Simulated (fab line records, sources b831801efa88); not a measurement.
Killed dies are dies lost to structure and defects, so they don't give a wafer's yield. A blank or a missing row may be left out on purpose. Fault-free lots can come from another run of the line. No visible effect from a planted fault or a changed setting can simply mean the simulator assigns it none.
fab line records | flow sky130
record lots=12 | wafers=34 | last_day=50
route steps=708 shown GATE_OXIDE@200 POLY_GATE@205 LDD_P@263 SD_P@326 PAD_OPEN@708
lots with no fault: from the same line, run without faults
start_h: start of the lot's first displayed wafer, in hours after the record's first day | wait_h: hours since the lot's step before | " identical to the entry in the row above | L1.1+2: a single row standing in for several wafers | - value missing, or start not given | * or withheld: withheld | < > ~ a bound
route shown NAME@n: a module of which the file shows steps, and the number in the route of the first | usual: the fault-free wafers' mean and standard deviation | same: alike in all rows | chamber/n: place in a boat | sites: readings site by site | _std_site: the values' standard deviation | _edge_site: mean of outer sites minus mean of inner sites | radius_mm: for every site, how far away it sits from the centre of the wafer | mask NAME#n: copy n | behind: the most recent tool/chamber to have shaped the wafer | hold: the reason the lot was held/the length of the hold in hours/how it ended | device: whichever transistor did not switch (one of n, p or np) | end of line: at the end of the route, the tests of the same wafers | where a step has no rows: the recipe by itself | killed: the dies lost at the first sort to structure and to defects; this is not the yield of the wafer | map: per-die view of a wafer (x killed, . not killed, _ where there is no die)
set.NAME: the setting that was run; set.NAME@STEP: the one run at that earlier step | model.NAME: the simulator's own value behind a step, which no gauge read
one table for each step of the route and one row for each wafer, over a sample of lots
services: a tool's chamber out of use, with start hour (start_h, from the record's first day; less than 0 if before it), hours out, and reason
## steps
# step SKY_GATE_OXIDE_STRIP_13
# recipe chemistry=O2/N2 | power_w=1400 | pressure_mtorr=1500 | platen_temp_c=withheld | o2_flow_sccm=3000 | n2_flow_sccm=300 | overash_fraction=0.5
# usual chamber_pressure_mTorr=1499.9/1.4 | drypump_motor_current_A=5.6/0.47 | oes_product_au=0.716/0.0043 | strip_time_to_endpoint_s=14.16/0.036
# same overash_fraction=0.5
lot.wafer | tool            | chamber | start_h | wait_h | chamber_pressure_mTorr | drypump_motor_current_A | oes_product_au | rf_hours_counter_h | strip_time_to_endpoint_s
L171.2    | plasma_asher-01 | 0       | 303.88  | 0.0    | 1499.3                 | 5.2                     | 0.717          | 63                 | 14.20
L171.4    | "               | 0       | "       | "      | 1499.4                 | 5.2                     | 0.721          | -                  | 14.22
L171.5    | "               | 0       | "       | "      | 1498.2                 | 5.2                     | 0.721          | -                  | 14.17
L172.1    | plasma_asher-01 | 0       | 310.60  | 0.0    | 1498.1                 | 5.2                     | 0.720          | 64                 | 14.12
L172.4    | "               | 0       | "       | "      | 1499.9                 | 5.2                     | 0.716          | -                  | 14.14
L172.5    | "               | 0       | "       | "      | 1499.4                 | 5.2                     | 0.716          | -                  | 14.18
L174.1    | plasma_asher-03 | 0       | 326.00  | 0.0    | 1498.4                 | 6.1                     | 0.721          | 22                 | 14.15
L174.2    | "               | 1       | "       | "      | 1499.5                 | 5.4                     | 0.719          | 22                 | 14.10
L174.4    | "               | 0       | "       | "      | 1500.8                 | 6.1                     | 0.716          | -                  | 14.09
L175.2    | plasma_asher-01 | 1       | 336.17  | 0.0    | 1500.1                 | 6.0                     | 0.725          | 66                 | 14.12
L175.3    | "               | 1       | "       | "      | 1500.1                 | 6.0                     | 0.708          | -                  | 14.14
L175.4    | "               | 0       | "       | "      | 1497.4                 | 5.2                     | 0.707          | -                  | 14.18
L176.1    | plasma_asher-03 | 1       | 349.57  | 0.0    | 1498.7                 | 5.4                     | 0.710          | 24                 | 14.13
L176.4    | "               | 1       | "       | "      | 1497.6                 | 5.4                     | 0.715          | -                  | 14.10
L176.5    | "               | 1       | "       | "      | 1498.4                 | 5.4                     | 0.717          | -                  | 14.15
L177.2    | plasma_asher-01 | 1       | 360.58  | 0.0    | 1497.0                 | 6.1                     | 0.725          | 68                 | 14.17
L177.3    | "               | 1       | "       | "      | 1501.2                 | 6.1                     | 0.715          | -                  | 14.19
L177.4    | "               | 0       | "       | "      | 1500.0                 | 5.2                     | 0.716          | -                  | 14.20
L179.1    | plasma_asher-01 | 1       | 376.12  | 0.0    | 1502.1                 | 6.1                     | 0.714          | 70                 | 14.16
L179.3    | "               | 1       | "       | "      | 1500.0                 | 6.1                     | 0.716          | -                  | 14.15
L179.6    | "               | 0       | "       | "      | 1500.1                 | 5.2                     | 0.719          | -                  | 14.16
L184.3    | plasma_asher-02 | 0       | 415.92  | 0.0    | 1500.6                 | 6.0                     | 0.717          | -                  | 14.15
L184.6    | "               | 1       | "       | "      | 1500.2                 | 4.8                     | 0.707          | -                  | 14.12
L185.1    | plasma_asher-03 | 1       | 425.47  | 0.0    | 1501.5                 | 5.4                     | 0.714          | 32                 | 14.18
L185.4    | "               | 0       | "       | "      | 1501.4                 | 6.1                     | 0.714          | -                  | 14.17
L192.1    | plasma_asher-01 | 1       | 497.60  | 0.0    | 1500.1                 | 6.1                     | 0.725          | 6                  | 14.11
L192.4    | "               | 1       | "       | "      | 1498.7                 | 6.1                     | 0.713          | -                  | 14.11
L192.5    | "               | 1       | "       | "      | 1497.4                 | 6.0                     | 0.714          | -                  | 14.14
L193.3    | plasma_asher-02 | 0       | 497.96  | 0.0    | 1500.4                 | 6.0                     | 0.716          | -                  | 14.20
L193.5    | "               | 0       | "       | "      | 1499.5                 | 6.1                     | 0.718          | -                  | 14.23
L193.6    | "               | 1       | "       | "      | 1499.2                 | 4.7                     | 0.719          | -                  | 14.22
L194.1    | plasma_asher-02 | 0       | 510.77  | 0.0    | 1498.6                 | 6.0                     | 0.719          | 69                 | 14.11
L194.3    | "               | 0       | "       | "      | 1500.4                 | 6.0                     | 0.714          | -                  | 14.16
L194.5    | "               | 0       | "       | "      | 1500.6                 | 6.0                     | 0.713          | -                  | 14.14
# step SKY_POLY_GATE_THK_MEAS_01
# recipe reads=poly-Si_of_POLY_GATE_CVD_00
# usual POLY_GATE_CVD_00_THK=180.3/1.5
lot.wafer | tool          | chamber | start_h | wait_h | POLY_GATE_CVD_00_THK[nm]
L171.2    | film_metro-02 | -       | 306.83  | 0.0    | 179.5
L171.4    | "             | -       | "       | "      | 179.7
L171.5    | "             | -       | "       | "      | 179.4
L172.1    | film_metro-03 | -       | 313.67  | 0.0    | 183.3
L172.4    | "             | -       | "       | "      | 180.3
L172.5    | "             | -       | "       | "      | 180.5
L174.1    | film_metro-02 | -       | 330.11  | 0.0    | 180.9
L174.2    | "             | -       | "       | "      | 183.8
L174.4    | "             | -       | "       | "      | 181.1
L175.2    | film_metro-03 | -       | 340.04  | 0.0    | 179.4
L175.3    | "             | -       | "       | "      | 179.0
L175.4    | "             | -       | "       | "      | 178.8
L176.1    | film_metro-02 | -       | 353.64  | 0.0    | 178.4
L176.4    | "             | -       | "       | "      | 179.5
L176.5    | "             | -       | "       | "      | 181.5
L177.2    | film_metro-03 | -       | 364.19  | 0.0    | 179.9
L177.3    | "             | -       | "       | "      | 179.9
L177.4    | "             | -       | "       | "      | 180.0
L179.1    | film_metro-04 | -       | 381.42  | 0.0    | 181.8
L179.3    | "             | -       | "       | "      | 180.0
L179.6    | "             | -       | "       | "      | 181.0
L184.3    | film_metro-03 | -       | 419.60  | 0.0    | 179.8
L184.6    | "             | -       | "       | "      | 179.8
L185.1    | film_metro-02 | -       | 433.34  | 0.0    | 181.5
L185.4    | "             | -       | "       | "      | 180.2
L192.1    | film_metro-04 | -       | 500.55  | 0.0    | 180.4
L192.4    | "             | -       | "       | "      | 181.9
L192.5    | "             | -       | "       | "      | 180.9
L193.3    | film_metro-03 | -       | 501.97  | 0.0    | 181.2
L193.5    | "             | -       | "       | "      | 180.3
L193.6    | "             | -       | "       | "      | 182.7
L194.1    | film_metro-04 | -       | 513.71  | 0.0    | 182.5
L194.3    | "             | -       | "       | "      | 180.6
L194.5    | "             | -       | "       | "      | 182.6
# step SKY_LDD_P_OVL_MEAS_08
# usual LDD_P_OVL=-1.4/1.3
lot.wafer | tool       | chamber | start_h | wait_h | LDD_P_OVL[nm]
L171.2    | overlay-02 | -       | 425.61  | 0.1    | -1.2
L171.4    | "          | -       | "       | "      | -0.3
L171.5    | "          | -       | "       | "      | -0.9
L172.1    | overlay-02 | -       | 434.36  | 0.1    | -1.4
L172.4    | "          | -       | "       | "      | -1.8
L172.5    | "          | -       | "       | "      | -2.3
L174.1    | overlay-01 | -       | 453.82  | 0.1    | -0.7
L174.2    | "          | -       | "       | "      | -0.2
L174.4    | "          | -       | "       | "      | 0.0
L175.2    | overlay-02 | -       | 467.83  | 0.1    | -1.4
L175.3    | "          | -       | "       | "      | -0.4
L175.4    | "          | -       | "       | "      | -2.2
L176.1    | overlay-02 | -       | 483.08  | 0.1    | -0.3
L176.4    | "          | -       | "       | "      | -0.6
L176.5    | "          | -       | "       | "      | 0.0
L177.2    | overlay-02 | -       | 492.06  | 0.1    | -0.2
L177.3    | "          | -       | "       | "      | -0.8
L177.4    | "          | -       | "       | "      | 0.8
L179.1    | overlay-02 | -       | 506.33  | 0.1    | -1.9
L179.3    | "          | -       | "       | "      | -1.5
L179.6    | "          | -       | "       | "      | -0.9
L184.3    | overlay-01 | -       | 548.33  | 0.1    | -2.4
L184.6    | "          | -       | "       | "      | -1.0
L185.1    | overlay-01 | -       | 562.68  | 0.1    | -0.1
L185.4    | "          | -       | "       | "      | -0.2
L192.1    | overlay-02 | -       | 626.11  | 0.1    | -1.8
L192.4    | "          | -       | "       | "      | -4.5
L192.5    | "          | -       | "       | "      | -2.8
L193.3    | overlay-01 | -       | 627.13  | 0.1    | -1.8
L193.5    | "          | -       | "       | "      | 0.8
L193.6    | "          | -       | "       | "      | -0.7
L194.1    | overlay-01 | -       | 636.96  | 0.1    | -1.6
L194.3    | "          | -       | "       | "      | -2.3
L194.5    | "          | -       | "       | "      | -2.0
# step SKY_SD_P_DEVELOP_06
# recipe resist=NOVOLAK | developer=TMAH | develop_time_s=60 | dev_temp_c=23
lot.wafer  | tool           | chamber | start_h | wait_h
L171.2+4+5 | litho_track-03 | 0       | 579.88  | 0.1
L172.1+4+5 | litho_track-04 | 0       | 589.31  | 0.1
L174.1+2+4 | litho_track-02 | 0       | 610.06  | 0.1
L175.2+3+4 | litho_track-04 | 0       | 619.49  | 0.1
L176.1+4+5 | litho_track-03 | 0       | 633.80  | 0.1
L177.2+3+4 | litho_track-02 | 0       | 644.78  | 0.1
L179.1+3+6 | litho_track-02 | 0       | 657.56  | 0.1
L184.3+6   | litho_track-04 | 0       | 695.41  | 0.1
L185.1+4   | litho_track-04 | 0       | 709.71  | 0.1
L192.1+4+5 | litho_track-02 | 0       | 768.01  | 0.1
L193.3+5+6 | litho_track-02 | 0       | 768.96  | 0.1
L194.1+3+5 | litho_track-03 | 0       | 776.85  | 0.1
# step SKY_SD_P_CD_MEAS_07
# recipe target_cd_nm=380
# usual cd_nm=380/3
lot.wafer | tool      | chamber | start_h | wait_h | cd_nm
L171.2    | cd_sem-01 | -       | 580.02  | 0.1    | 378
L171.4    | "         | -       | "       | "      | 377
L171.5    | "         | -       | "       | "      | 378
L172.1    | cd_sem-02 | -       | 589.46  | 0.1    | 379
L172.4    | "         | -       | "       | "      | 377
L172.5    | "         | -       | "       | "      | 376
L174.1    | cd_sem-01 | -       | 610.21  | 0.1    | 383
L174.2    | "         | -       | "       | "      | 384
L174.4    | "         | -       | "       | "      | 381
L175.2    | cd_sem-01 | -       | 619.63  | 0.1    | 382
L175.3    | "         | -       | "       | "      | 384
L175.4    | "         | -       | "       | "      | 383
L176.1    | cd_sem-02 | -       | 633.95  | 0.1    | 377
L176.4    | "         | -       | "       | "      | 379
L176.5    | "         | -       | "       | "      | 378
L177.2    | cd_sem-02 | -       | 644.93  | 0.1    | 381
L177.3    | "         | -       | "       | "      | 380
L177.4    | "         | -       | "       | "      | 382
L179.1    | cd_sem-01 | -       | 657.71  | 0.1    | 383
L179.3    | "         | -       | "       | "      | 386
L179.6    | "         | -       | "       | "      | 383
L184.3    | cd_sem-01 | -       | 695.55  | 0.1    | -
L184.6    | "         | -       | "       | "      | 384
L185.1    | cd_sem-02 | -       | 709.86  | 0.1    | 379
L185.4    | "         | -       | "       | "      | -
L192.1    | cd_sem-02 | -       | 768.16  | 0.1    | 384
L192.4    | "         | -       | "       | "      | 383
L192.5    | "         | -       | "       | "      | 383
L193.3    | cd_sem-01 | -       | 769.10  | 0.1    | 382
L193.5    | "         | -       | "       | "      | 380
L193.6    | "         | -       | "       | "      | 382
L194.1    | cd_sem-01 | -       | 777.00  | 0.1    | 377
L194.3    | "         | -       | "       | "      | 379
L194.5    | "         | -       | "       | "      | 378
# step SKY_SD_P_OVL_MEAS_08
# usual SD_P_OVL=-0.7/1.9
lot.wafer | tool       | chamber | start_h | wait_h | SD_P_OVL[nm]
L171.2    | overlay-02 | -       | 580.13  | 0.1    | -1.3
L171.4    | "          | -       | "       | "      | -1.2
L171.5    | "          | -       | "       | "      | 2.0
L172.1    | overlay-01 | -       | 589.58  | 0.1    | 1.7
L172.4    | "          | -       | "       | "      | 3.1
L172.5    | "          | -       | "       | "      | 3.9
L174.1    | overlay-01 | -       | 610.33  | 0.1    | 0.8
L174.2    | "          | -       | "       | "      | -0.8
L174.4    | "          | -       | "       | "      | 0.4
L175.2    | overlay-01 | -       | 619.74  | 0.1    | -1.4
L175.3    | "          | -       | "       | "      | -1.4
L175.4    | "          | -       | "       | "      | -0.8
L176.1    | overlay-02 | -       | 634.07  | 0.1    | 1.4
L176.4    | "          | -       | "       | "      | 0.7
L176.5    | "          | -       | "       | "      | -0.9
L177.2    | overlay-02 | -       | 645.03  | 0.1    | 0.4
L177.3    | "          | -       | "       | "      | -0.3
L177.4    | "          | -       | "       | "      | -1.5
L179.1    | overlay-01 | -       | 657.83  | 0.1    | -0.8
L179.3    | "          | -       | "       | "      | 0.7
L179.6    | "          | -       | "       | "      | -0.1
L184.3    | overlay-01 | -       | 695.64  | 0.1    | -
L184.6    | "          | -       | "       | "      | -1.5
L185.1    | overlay-02 | -       | 709.98  | 0.1    | -0.6
L185.4    | "          | -       | "       | "      | -
L192.1    | overlay-02 | -       | 768.28  | 0.1    | -1.9
L192.4    | "          | -       | "       | "      | -3.8
L192.5    | "          | -       | "       | "      | -3.8
L193.3    | overlay-01 | -       | 769.19  | 0.1    | -0.6
L193.5    | "          | -       | "       | "      | -1.1
L193.6    | "          | -       | "       | "      | -1.6
L194.1    | overlay-02 | -       | 777.12  | 0.1    | -2.2
L194.3    | "          | -       | "       | "      | -2.6
L194.5    | "          | -       | "       | "      | -1.6
# step SKY_SD_P_TW_MEAS_11
# usual SD_P_TW=2818/27
lot.wafer | tool          | chamber | start_h | wait_h | SD_P_TW
L171.2    | film_metro-03 | -       | 580.42  | 0.1    | 2830
L171.4    | "             | -       | "       | "      | 2815
L171.5    | "             | -       | "       | "      | 2819
L172.1    | film_metro-02 | -       | 589.87  | 0.1    | 2855
L172.4    | "             | -       | "       | "      | 2856
L172.5    | "             | -       | "       | "      | 2872
L174.1    | film_metro-03 | -       | 610.61  | 0.1    | 2801
L174.2    | "             | -       | "       | "      | 2801
L174.4    | "             | -       | "       | "      | 2797
L175.2    | film_metro-03 | -       | 620.03  | 0.1    | 2793
L175.3    | "             | -       | "       | "      | 2791
L175.4    | "             | -       | "       | "      | 2803
L176.1    | film_metro-03 | -       | 634.36  | 0.1    | 2808
L176.4    | "             | -       | "       | "      | 2826
L176.5    | "             | -       | "       | "      | 2821
L177.2    | film_metro-02 | -       | 645.32  | 0.1    | 2840
L177.3    | "             | -       | "       | "      | 2850
L177.4    | "             | -       | "       | "      | 2854
L179.1    | film_metro-03 | -       | 658.11  | 0.1    | 2798
L179.3    | "             | -       | "       | "      | 2803
L179.6    | "             | -       | "       | "      | 2810
L184.3    | film_metro-04 | -       | 695.94  | 0.1    | 29
L184.6    | "             | -       | "       | "      | 2776
L185.1    | film_metro-03 | -       | 710.27  | 0.1    | 2813
L185.4    | "             | -       | "       | "      | 30
L192.1    | film_metro-02 | -       | 768.56  | 0.1    | 2855
L192.4    | "             | -       | "       | "      | 2860
L192.5    | "             | -       | "       | "      | 2863
L193.3    | film_metro-03 | -       | 769.48  | 0.1    | 2812
L193.5    | "             | -       | "       | "      | 2807
L193.6    | "             | -       | "       | "      | 2811
L194.1    | film_metro-02 | -       | 777.41  | 0.1    | 2853
L194.3    | "             | -       | "       | "      | 2851
L194.5    | "             | -       | "       | "      | 2843
# step SKY_PAD_OPEN_PROBE_99
# usual killed_at_M0_to_M3=42/7.7 | killed_at_M4_up=3.1/1.9 | killed_at_contacts=24/4.9 | killed_at_front_end=15/4.6 | killed_at_other=0.3/0.51 | killed_dies=85/9.9 | killed_on_rim=17/4.1 | killed_open=47/7.1 | killed_short=38/6.7
# same gross_dies=492 | killed_at_back_side=0
lot.wafer | tool      | chamber | start_h | wait_h | killed_at_M0_to_M3 | killed_at_M4_up | killed_at_contacts | killed_at_front_end | killed_at_other | killed_dies | killed_on_rim | killed_open | killed_short
L184.3    | prober-02 | -       | 1150.63 | 0.2    | 32                 | 0               | 30                 | 429                 | 1               | 492         | 96            | 47          | 34
L184.6    | prober-02 | -       | 1150.78 | 0.2    | 54                 | 6               | 24                 | 9                   | 0               | 93          | 19            | 46          | 46
L185.1    | prober-01 | -       | 1159.45 | 0.1    | 36                 | 8               | 32                 | 14                  | 1               | 91          | 16            | 57          | 34
L185.4    | prober-01 | -       | 1159.60 | 0.2    | 31                 | 0               | 30                 | 430                 | 1               | 492         | 96            | 42          | 43
# killed by level:class
L184.3 SD_P:area_develop=411 CONTACT:geometric_particle:open=13 LI_CONTACT:geometric_particle:open=8 POLY_GATE:geometric_particle:short=7 VIA1:geometric_particle:open=7 VIA3:geometric_particle:open=6 FIELD_ISO:geometric_particle:short=5 VIA2:geometric_particle:open=5
L184.6 CONTACT:geometric_particle:open=11 VIA1:geometric_particle:short=10 VIA1:geometric_particle:open=10 METAL2:geometric_particle:short=9 VIA2:geometric_particle:open=7 VIA3:geometric_particle:short=6 CONTACT:geometric_particle:short=5 LI_CONTACT:geometric_particle:open=4
L185.1 CONTACT:geometric_particle:open=12 LI_CONTACT:geometric_particle:open=10 VIA1:geometric_particle:open=8 VIA3:geometric_particle:open=7 POLY_GATE:geometric_particle:short=5 VIA1:geometric_particle:short=5 VIA2:geometric_particle:open=5 LI_CONTACT:geometric_particle:short=4
L185.4 SD_P:area_develop=406 VIA1:geometric_particle:open=8 POLY_GATE:geometric_particle:open=7 LI_CONTACT:geometric_particle:open=7 CONTACT:geometric_particle:open=7 LOCAL_INTERCONNECT:geometric_particle:short=6 CONTACT:geometric_particle:short=6 METAL1:geometric_particle:short=6
## services
tool            | chamber | start_h | hours | kind
plasma_asher-01 | -       | 295.00  | 0.5   | repair
plasma_asher-03 | -       | 299.97  | 2.6   | repair
plasma_asher-03 | -       | 302.06  | 1.9   | repair
plasma_asher-01 | -       | 332.11  | 3.9   | repair
plasma_asher-02 | -       | 338.41  | 2.1   | repair
litho_track-04  | -       | 345.87  | -     | consumable_replace:filter
plasma_asher-01 | -       | 368.96  | 1.6   | repair
plasma_asher-01 | -       | 419.55  | 4.3   | pm
plasma_asher-01 | -       | 423.88  | 9.0   | pm
plasma_asher-01 | 0       | 423.88  | 9.0   | vent_cycle
plasma_asher-01 | 1       | 423.88  | 9.0   | vent_cycle
plasma_asher-02 | -       | 425.83  | 0.4   | repair
plasma_asher-01 | 0       | 432.88  | -     | clean
plasma_asher-01 | 1       | 432.88  | -     | clean
plasma_asher-03 | -       | 467.94  | 1.4   | repair
plasma_asher-01 | -       | 492.53  | 3.1   | repair
plasma_asher-03 | -       | 533.04  | 2.8   | pm
litho_track-04  | -       | 573.09  | -     | consumable_replace:filter
litho_track-04  | -       | 590.76  | -     | consumable_replace:filter
plasma_asher-03 | -       | 602.21  | 28.1  | pm
litho_track-02  | -       | 733.61  | -     | consumable_replace:filter
## key
first_sign step=SKY_SD_P_CD_MEAS_07 | reading=cd_nm | direction=missing
effect step=SKY_SD_P_OVL_MEAS_08 | reading=SD_P_OVL | direction=missing
effect step=SKY_SD_P_TW_MEAS_11 | reading=SD_P_TW | direction=down | sigmas=99+ | usual=2818 | struck=30
effect step=SKY_PAD_OPEN_PROBE_99 | reading=killed_at_front_end | direction=up | sigmas=89 | usual=15 | struck=430
more_kills_born_at SKY_SD_P_DEVELOP_06@litho_track-04=817
met_at SKY_SD_P_DEVELOP_06
struck_lots L184,L185
struck_wafers L184.3,L185.4
tester_left_out L184,L185
not_acting_at SKY_GATE_OXIDE_STRIP_13,SKY_POLY_GATE_THK_MEAS_01,SKY_LDD_P_OVL_MEAS_08
onset_between 619.49 695.41
fault kind=process_parameter_drift | tool=litho_track-04 | chamber=- | onset_h=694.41 | steps=SKY_SD_P_DEVELOP_06 | channel=develop_time_s | offset=* | shape=step | end_h=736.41 | scope=struck_wafers_only | acts_in=* | stated=*
# tester_left_out: of these lots the tester's yield and bins aren't shown, on N5 and GAA mostly nor the transistor test; their killed dies are dies lost to structure and defects alone, not to doping, threshold or leakage, so they don't give the yield
